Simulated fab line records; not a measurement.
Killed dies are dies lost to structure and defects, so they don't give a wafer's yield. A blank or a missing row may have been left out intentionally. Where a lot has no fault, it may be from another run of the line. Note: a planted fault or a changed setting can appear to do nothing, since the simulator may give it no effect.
The tool behind it: which one? / flow sky130 / 15 lots, 45 wafers sampled, at 6 steps of a route of 708

## WHAT EACH GAUGE READ, for each wafer
SKY_VT_ADJUST_HVTP_CD_MEAS_07: the cd target is 380 nm. Usual: cdNm reads 379.8 nm (standard deviation 2.9).
lot=L259; measured=day 6 04:54; on=cdSem-01; cdNm (nm)=379.9 380.5 377.4; flag=
lot=L262; measured=day 6 18:45; on=cdSem-01; cdNm (nm)=377.3 377.2 378.7; flag=
lot=L263; measured=day 7 02:56; on=cdSem-02; cdNm (nm)=383.5 383.8 381.7; flag=
lot=L264; measured=day 7 09:29; on=cdSem-01; cdNm (nm)=376.6 379.1 377.1; flag=
lot=L265; measured=day 7 15:18; on=cdSem-01; cdNm (nm)=374.8 376.9 372.5; flag=
lot=L266; measured=day 7 23:12; on=cdSem-02; cdNm (nm)=380.7 383.9 379.6; flag=
lot=L273; measured=day 9 20:10; on=cdSem-01; cdNm (nm)=378.1 373.4 376.3; flag=
lot=L274; measured=day 10 01:56; on=cdSem-02; cdNm (nm)=377.7 375.5 374.8; flag=
lot=L275; measured=day 11 04:07; on=cdSem-01; cdNm (nm)=377.5 377.8 377.8; flag=
lot=L278; measured=day 11 08:43; on=cdSem-02; cdNm (nm)=382.2 381.6 381.7; flag=
lot=L277; measured=day 11 09:31; on=cdSem-02; cdNm (nm)=377.8 379.0 376.3; flag=
lot=L279; measured=day 11 14:53; on=cdSem-01; cdNm (nm)=383.1 377.4 380.7; flag=
lot=L280; measured=day 11 20:20; on=cdSem-01; cdNm (nm)=381.7 380.9 381.5; flag=
lot=L281; measured=day 11 20:39; on=cdSem-02; cdNm (nm)=380.2 379.3 378.6; flag=
lot=L282; measured=day 12 10:47; on=cdSem-01; cdNm (nm)=380.3 378.0 379.0; flag=

SKY_VT_ADJUST_LVTN_TW_MEAS_21. Usual: VT_ADJUST_LVTN_2_TW 187.2, standard deviation 1.1.
lot=L259; measured=day 7 18:47; on=filmMetro-03; VT_ADJUST_LVTN_2_TW=187.9 187.1 187.1; flag=
lot=L262; measured=day 8 10:47; on=filmMetro-04; VT_ADJUST_LVTN_2_TW=188.7 188.3 189.1; flag=
lot=L263; measured=day 8 19:56; on=filmMetro-03; VT_ADJUST_LVTN_2_TW=185.4 186.7 187.3; flag=
lot=L264; measured=day 9 02:58; on=filmMetro-04; VT_ADJUST_LVTN_2_TW=188.0 187.5 188.2; flag=
lot=L265; measured=day 9 09:24; on=filmMetro-04; VT_ADJUST_LVTN_2_TW=187.0 188.8 187.8; flag=
lot=L266; measured=day 9 18:53; on=filmMetro-04; VT_ADJUST_LVTN_2_TW=188.8 187.9 187.5; flag=
lot=L273; measured=day 11 20:01; on=filmMetro-04; VT_ADJUST_LVTN_2_TW=189.0 189.3 187.8; flag=
lot=L274; measured=day 12 00:56; on=filmMetro-04; VT_ADJUST_LVTN_2_TW=187.6 187.1 188.0; flag=
lot=L275; measured=day 13 04:28; on=filmMetro-03; VT_ADJUST_LVTN_2_TW=186.4 186.5 185.8; flag=
lot=L278; measured=day 13 10:00; on=filmMetro-03; VT_ADJUST_LVTN_2_TW=185.9 186.9 186.5; flag=
lot=L277; measured=day 13 10:19; on=filmMetro-04; VT_ADJUST_LVTN_2_TW=187.6 186.9 186.8; flag=
lot=L279; measured=day 13 15:37; on=filmMetro-02; VT_ADJUST_LVTN_2_TW=185.0 184.7 185.0; flag=
lot=L280; measured=day 13 21:48; on=filmMetro-04; VT_ADJUST_LVTN_2_TW=188.0 187.8 187.3; flag=
lot=L281; measured=day 13 22:45; on=filmMetro-02; VT_ADJUST_LVTN_2_TW=184.6 185.3 185.7; flag=
lot=L282; measured=day 14 14:55; on=filmMetro-04; VT_ADJUST_LVTN_2_TW=188.7 188.7 187.3; flag=

SKY_VT_ADJUST_PCH_OVL_MEAS_07. Usual: VT_ADJUST_PCH_OVL -0.2 nm, standard deviation 1.6.
lot=L259; measured=day 10 12:02; on=overlay-01; VT_ADJUST_PCH_OVL (nm)=-1.1 1.5 -0.9; flag=
lot=L262; measured=day 11 06:24; on=overlay-01; VT_ADJUST_PCH_OVL (nm)=2.4 1.5 0.2; flag=
lot=L263; measured=day 11 16:53; on=overlay-02; VT_ADJUST_PCH_OVL (nm)=-1.0 -0.2 1.3; flag=
lot=L264; measured=day 12 00:01; on=overlay-01; VT_ADJUST_PCH_OVL (nm)=0.0 1.1 0.1; flag=
lot=L265; measured=day 12 06:01; on=overlay-01; VT_ADJUST_PCH_OVL (nm)=-1.9 -2.4 -2.2; flag=
lot=L266; measured=day 12 17:41; on=overlay-02; VT_ADJUST_PCH_OVL (nm)=-0.4 0.2 0.7; flag=
lot=L273; measured=day 14 23:58; on=overlay-02; VT_ADJUST_PCH_OVL (nm)=-1.8 0.0 -0.2; flag=
lot=L274; measured=day 15 05:36; on=overlay-02; VT_ADJUST_PCH_OVL (nm)=-0.3 -0.5 -1.5; flag=
lot=L275; measured=day 16 12:31; on=overlay-01; VT_ADJUST_PCH_OVL (nm)=0.3 0.9 0.3; flag=
lot=L278; measured=day 16 19:33; on=overlay-01; VT_ADJUST_PCH_OVL (nm)=-1.6 0.6 1.0; flag=
lot=L277; measured=day 16 19:41; on=overlay-02; VT_ADJUST_PCH_OVL (nm)=0.6 1.7 1.4; flag=
lot=L279; measured=day 17 00:10; on=overlay-01; VT_ADJUST_PCH_OVL (nm)=-0.5 2.2 -1.2; flag=
lot=L280; measured=day 17 08:14; on=overlay-02; VT_ADJUST_PCH_OVL (nm)=-1.5 -1.6 -0.5; flag=
lot=L281; measured=day 17 10:19; on=overlay-01; VT_ADJUST_PCH_OVL (nm)=-1.6 -0.6 -1.9; flag=
lot=L282; measured=day 18 04:52; on=overlay-01; VT_ADJUST_PCH_OVL (nm)=0.5 1.7 1.1; flag=

SKY_VT_ADJUST_PCH_TW_MEAS_10. Usual: VT_ADJUST_PCH_TW 142.0, standard deviation 0.72.
lot=L259; measured=day 10 12:19; on=filmMetro-03; VT_ADJUST_PCH_TW=142.0 142.1 141.4; flag=
lot=L262; measured=day 11 06:41; on=filmMetro-01; VT_ADJUST_PCH_TW=142.5 143.2 143.0; flag=
lot=L263; measured=day 11 17:10; on=filmMetro-02; VT_ADJUST_PCH_TW=140.7 141.1 141.4; flag=
lot=L264; measured=day 12 00:18; on=filmMetro-02; VT_ADJUST_PCH_TW=141.4 141.1 142.0; flag=
lot=L265; measured=day 12 06:18; on=filmMetro-01; VT_ADJUST_PCH_TW=142.1 142.4 142.2; flag=
lot=L266; measured=day 12 17:58; on=filmMetro-01; VT_ADJUST_PCH_TW=141.9 142.1 142.6; flag=
lot=L273; measured=day 15 00:16; on=filmMetro-02; VT_ADJUST_PCH_TW=29.8 29.7 29.7; flag=OFF
lot=L274; measured=day 15 05:53; on=filmMetro-02; VT_ADJUST_PCH_TW=29.6 29.6 29.8; flag=OFF
lot=L275; measured=day 16 12:49; on=filmMetro-02; VT_ADJUST_PCH_TW=29.6 29.8 29.7; flag=OFF
lot=L278; measured=day 16 19:50; on=filmMetro-03; VT_ADJUST_PCH_TW=142.2 142.4 142.1; flag=
lot=L277; measured=day 16 19:59; on=filmMetro-01; VT_ADJUST_PCH_TW=143.2 142.6 143.0; flag=
lot=L279; measured=day 17 00:27; on=filmMetro-03; VT_ADJUST_PCH_TW=141.7 141.4 142.1; flag=
lot=L280; measured=day 17 08:32; on=filmMetro-03; VT_ADJUST_PCH_TW=142.0 141.9 141.7; flag=
lot=L281; measured=day 17 10:36; on=filmMetro-01; VT_ADJUST_PCH_TW=143.6 142.5 143.5; flag=
lot=L282; measured=day 18 05:10; on=filmMetro-01; VT_ADJUST_PCH_TW=142.6 142.3 142.6; flag=

## TOOL THAT RAN EACH LOT (tool first, then ch and the chambers of the sampled wafers, then the start)
lot=L259; SKY_VT_ADJUST_HVTR_STRIP_10=plasmaAsher-03 ch 0,1, day 9 12:58; SKY_VT_ADJUST_PCH_STRIP_09=plasmaAsher-04 ch 0,1, day 10 12:13
lot=L262; SKY_VT_ADJUST_HVTR_STRIP_10=plasmaAsher-03 ch 0,1, day 10 06:55; SKY_VT_ADJUST_PCH_STRIP_09=plasmaAsher-02 ch 0,1, day 11 06:35
lot=L263; SKY_VT_ADJUST_HVTR_STRIP_10=plasmaAsher-03 ch 0,1, day 10 16:52; SKY_VT_ADJUST_PCH_STRIP_09=plasmaAsher-02 ch 0,1, day 11 17:04
lot=L264; SKY_VT_ADJUST_HVTR_STRIP_10=plasmaAsher-03 ch 0,1, day 11 00:39; SKY_VT_ADJUST_PCH_STRIP_09=plasmaAsher-04 ch 0,1, day 12 00:13
lot=L265; SKY_VT_ADJUST_HVTR_STRIP_10=plasmaAsher-03 ch 0,1, day 11 07:31; SKY_VT_ADJUST_PCH_STRIP_09=plasmaAsher-04 ch 0,1, day 12 06:11
lot=L266; SKY_VT_ADJUST_HVTR_STRIP_10=plasmaAsher-01 ch 0, day 11 18:29; SKY_VT_ADJUST_PCH_STRIP_09=plasmaAsher-04 ch 0,1, day 12 17:52
lot=L273; SKY_VT_ADJUST_HVTR_STRIP_10=plasmaAsher-03 ch 0,1, day 13 21:26; SKY_VT_ADJUST_PCH_STRIP_09=plasmaAsher-04 ch 0,1, day 15 00:10
lot=L274; SKY_VT_ADJUST_HVTR_STRIP_10=plasmaAsher-02 ch 0,1, day 14 03:23; SKY_VT_ADJUST_PCH_STRIP_09=plasmaAsher-04 ch 0,1, day 15 05:47
lot=L275; SKY_VT_ADJUST_HVTR_STRIP_10=plasmaAsher-01 ch 0,1, day 15 09:38; SKY_VT_ADJUST_PCH_STRIP_09=plasmaAsher-02 ch 0,1, day 16 12:43
lot=L278; SKY_VT_ADJUST_HVTR_STRIP_10=plasmaAsher-03 ch 0,1, day 15 15:47; SKY_VT_ADJUST_PCH_STRIP_09=plasmaAsher-02 ch 0,1, day 16 19:44
lot=L277; SKY_VT_ADJUST_HVTR_STRIP_10=plasmaAsher-01 ch 0,1, day 15 15:53; SKY_VT_ADJUST_PCH_STRIP_09=plasmaAsher-03 ch 0,1, day 16 19:54
lot=L279; SKY_VT_ADJUST_HVTR_STRIP_10=plasmaAsher-03 ch 0,1, day 15 20:22; SKY_VT_ADJUST_PCH_STRIP_09=plasmaAsher-02 ch 0,1, day 17 00:22
lot=L280; SKY_VT_ADJUST_HVTR_STRIP_10=plasmaAsher-01 ch 0, day 16 03:07; SKY_VT_ADJUST_PCH_STRIP_09=plasmaAsher-02 ch 0,1, day 17 08:26
lot=L281; SKY_VT_ADJUST_HVTR_STRIP_10=plasmaAsher-02 ch 0,1, day 16 05:02; SKY_VT_ADJUST_PCH_STRIP_09=plasmaAsher-04 ch 0,1, day 17 10:29
lot=L282; SKY_VT_ADJUST_HVTR_STRIP_10=plasmaAsher-01 ch 0,1, day 16 23:08; SKY_VT_ADJUST_PCH_STRIP_09=plasmaAsher-02 ch 0,1, day 18 05:04
- SKY_VT_ADJUST_HVTR_STRIP_10: strips in O2/N2.
- SKY_VT_ADJUST_PCH_STRIP_09: strips in O2/N2.

## AS READ BY THE TOOLS THEMSELVES (means over the sampled wafers that have a number; for cases with no such wafer, the mark the record gives instead)
SKY_VT_ADJUST_HVTR_STRIP_10. Usual: chamberPressureMTorr 1499.9 mTorr, standard deviation 1.4; drypumpMotorCurrentA 5.54 A, standard deviation 0.24; oesProductAu 0.716 a.u., standard deviation 0.0041; stripTimeToEndpointS 14.17 s, standard deviation 0.034.
lot=L259; tool=plasmaAsher-03; chamberPressureMTorr (mTorr)=1499.3; drypumpMotorCurrentA (A)=5.61; oesProductAu (a.u.)=0.713; stripTimeToEndpointS (s)=14.11; flag=
lot=L262; tool=plasmaAsher-03; chamberPressureMTorr (mTorr)=1498.6; drypumpMotorCurrentA (A)=5.61; oesProductAu (a.u.)=0.716; stripTimeToEndpointS (s)=14.17; flag=
lot=L263; tool=plasmaAsher-03; chamberPressureMTorr (mTorr)=1498.7; drypumpMotorCurrentA (A)=5.78; oesProductAu (a.u.)=0.714; stripTimeToEndpointS (s)=14.13; flag=
lot=L264; tool=plasmaAsher-03; chamberPressureMTorr (mTorr)=1499.9; drypumpMotorCurrentA (A)=5.79; oesProductAu (a.u.)=0.716; stripTimeToEndpointS (s)=14.17; flag=
lot=L265; tool=plasmaAsher-03; chamberPressureMTorr (mTorr)=1500.4; drypumpMotorCurrentA (A)=5.77; oesProductAu (a.u.)=0.713; stripTimeToEndpointS (s)=14.18; flag=
lot=L266; tool=plasmaAsher-01; chamberPressureMTorr (mTorr)=1498.8; drypumpMotorCurrentA (A)=5.47; oesProductAu (a.u.)=0.716; stripTimeToEndpointS (s)=14.17; flag=
lot=L273; tool=plasmaAsher-03; chamberPressureMTorr (mTorr)=-; drypumpMotorCurrentA (A)=-; oesProductAu (a.u.)=-; stripTimeToEndpointS (s)=-; flag=OFF
lot=L274; tool=plasmaAsher-02; chamberPressureMTorr (mTorr)=-; drypumpMotorCurrentA (A)=-; oesProductAu (a.u.)=-; stripTimeToEndpointS (s)=-; flag=OFF
lot=L275; tool=plasmaAsher-01; chamberPressureMTorr (mTorr)=-; drypumpMotorCurrentA (A)=-; oesProductAu (a.u.)=-; stripTimeToEndpointS (s)=-; flag=OFF
lot=L278; tool=plasmaAsher-03; chamberPressureMTorr (mTorr)=1500.2; drypumpMotorCurrentA (A)=5.77; oesProductAu (a.u.)=0.710; stripTimeToEndpointS (s)=14.16; flag=
lot=L277; tool=plasmaAsher-01; chamberPressureMTorr (mTorr)=1499.3; drypumpMotorCurrentA (A)=5.40; oesProductAu (a.u.)=0.717; stripTimeToEndpointS (s)=14.19; flag=
lot=L279; tool=plasmaAsher-03; chamberPressureMTorr (mTorr)=1500.8; drypumpMotorCurrentA (A)=5.60; oesProductAu (a.u.)=0.713; stripTimeToEndpointS (s)=14.20; flag=
lot=L280; tool=plasmaAsher-01; chamberPressureMTorr (mTorr)=1499.6; drypumpMotorCurrentA (A)=5.48; oesProductAu (a.u.)=0.715; stripTimeToEndpointS (s)=14.16; flag=
lot=L281; tool=plasmaAsher-02; chamberPressureMTorr (mTorr)=1500.7; drypumpMotorCurrentA (A)=5.49; oesProductAu (a.u.)=0.720; stripTimeToEndpointS (s)=14.17; flag=
lot=L282; tool=plasmaAsher-01; chamberPressureMTorr (mTorr)=1500.3; drypumpMotorCurrentA (A)=5.41; oesProductAu (a.u.)=0.715; stripTimeToEndpointS (s)=14.24; flag=

SKY_VT_ADJUST_PCH_STRIP_09. Usual: chamberPressureMTorr 1500.1 mTorr, standard deviation 1.4; drypumpMotorCurrentA 5.55 A, standard deviation 0.16; oesProductAu 0.723 a.u., standard deviation 0.0048; stripTimeToEndpointS 36.95 s, standard deviation 0.099.
lot=L259; tool=plasmaAsher-04; chamberPressureMTorr (mTorr)=1498.4; drypumpMotorCurrentA (A)=5.50; oesProductAu (a.u.)=0.722; stripTimeToEndpointS (s)=36.98; flag=
lot=L262; tool=plasmaAsher-02; chamberPressureMTorr (mTorr)=1500.0; drypumpMotorCurrentA (A)=5.50; oesProductAu (a.u.)=0.726; stripTimeToEndpointS (s)=36.86; flag=
lot=L263; tool=plasmaAsher-02; chamberPressureMTorr (mTorr)=1500.0; drypumpMotorCurrentA (A)=5.51; oesProductAu (a.u.)=0.720; stripTimeToEndpointS (s)=36.91; flag=
lot=L264; tool=plasmaAsher-04; chamberPressureMTorr (mTorr)=1500.7; drypumpMotorCurrentA (A)=5.49; oesProductAu (a.u.)=0.722; stripTimeToEndpointS (s)=37.00; flag=
lot=L265; tool=plasmaAsher-04; chamberPressureMTorr (mTorr)=1502.3; drypumpMotorCurrentA (A)=5.51; oesProductAu (a.u.)=0.721; stripTimeToEndpointS (s)=36.89; flag=
lot=L266; tool=plasmaAsher-04; chamberPressureMTorr (mTorr)=1500.6; drypumpMotorCurrentA (A)=5.49; oesProductAu (a.u.)=0.729; stripTimeToEndpointS (s)=36.99; flag=
lot=L273; tool=plasmaAsher-04; chamberPressureMTorr (mTorr)=1500.9; drypumpMotorCurrentA (A)=5.49; oesProductAu (a.u.)=0.726; stripTimeToEndpointS (s)=53.86; flag=OFF
lot=L274; tool=plasmaAsher-04; chamberPressureMTorr (mTorr)=1500.9; drypumpMotorCurrentA (A)=5.49; oesProductAu (a.u.)=0.731; stripTimeToEndpointS (s)=53.99; flag=OFF
lot=L275; tool=plasmaAsher-02; chamberPressureMTorr (mTorr)=1501.1; drypumpMotorCurrentA (A)=5.49; oesProductAu (a.u.)=0.732; stripTimeToEndpointS (s)=53.75; flag=OFF
lot=L278; tool=plasmaAsher-02; chamberPressureMTorr (mTorr)=1499.4; drypumpMotorCurrentA (A)=5.50; oesProductAu (a.u.)=0.720; stripTimeToEndpointS (s)=36.99; flag=
lot=L277; tool=plasmaAsher-03; chamberPressureMTorr (mTorr)=1500.4; drypumpMotorCurrentA (A)=5.78; oesProductAu (a.u.)=0.721; stripTimeToEndpointS (s)=36.91; flag=
lot=L279; tool=plasmaAsher-02; chamberPressureMTorr (mTorr)=1499.6; drypumpMotorCurrentA (A)=5.50; oesProductAu (a.u.)=0.721; stripTimeToEndpointS (s)=36.93; flag=
lot=L280; tool=plasmaAsher-02; chamberPressureMTorr (mTorr)=1499.9; drypumpMotorCurrentA (A)=5.48; oesProductAu (a.u.)=0.721; stripTimeToEndpointS (s)=36.95; flag=
lot=L281; tool=plasmaAsher-04; chamberPressureMTorr (mTorr)=1500.4; drypumpMotorCurrentA (A)=5.58; oesProductAu (a.u.)=0.722; stripTimeToEndpointS (s)=37.12; flag=
lot=L282; tool=plasmaAsher-02; chamberPressureMTorr (mTorr)=1500.3; drypumpMotorCurrentA (A)=5.53; oesProductAu (a.u.)=0.727; stripTimeToEndpointS (s)=37.00; flag=

## THE ANSWER, worked out from the rows above alone
Rule: take the mean of a lot's wafers that have a number; if it is more than 3 standard deviations from the usual mean, the lot is off. A lot without any number at a reading at which 4 lots or more have one is off too. Where the step has rows for the other lots, those lots are counted as sound. Order of review: gauges by route order, followed by the tools' own readings, for which a lot's mean as printed above is used. The first step at which some lot is off is used, and at that step the reading that is off furthest; a lot without a number counts as furthest.
Off: L273, L274, L275, at SKY_VT_ADJUST_PCH_TW_MEAS_10 (VT_ADJUST_PCH_TW).
If a tool, at a process step before that reading, ran all the lots that are off and no sound lot after the first of them, it fits. The gauges at SKY_VT_ADJUST_PCH_TW_MEAS_10 aren't tried: what is off there is off at SKY_VT_ADJUST_HVTR_STRIP_10 too, on other tools, and a gauge's error can't cause that. None of those tried fits.

## WHAT THE SIMULATOR PUT IN
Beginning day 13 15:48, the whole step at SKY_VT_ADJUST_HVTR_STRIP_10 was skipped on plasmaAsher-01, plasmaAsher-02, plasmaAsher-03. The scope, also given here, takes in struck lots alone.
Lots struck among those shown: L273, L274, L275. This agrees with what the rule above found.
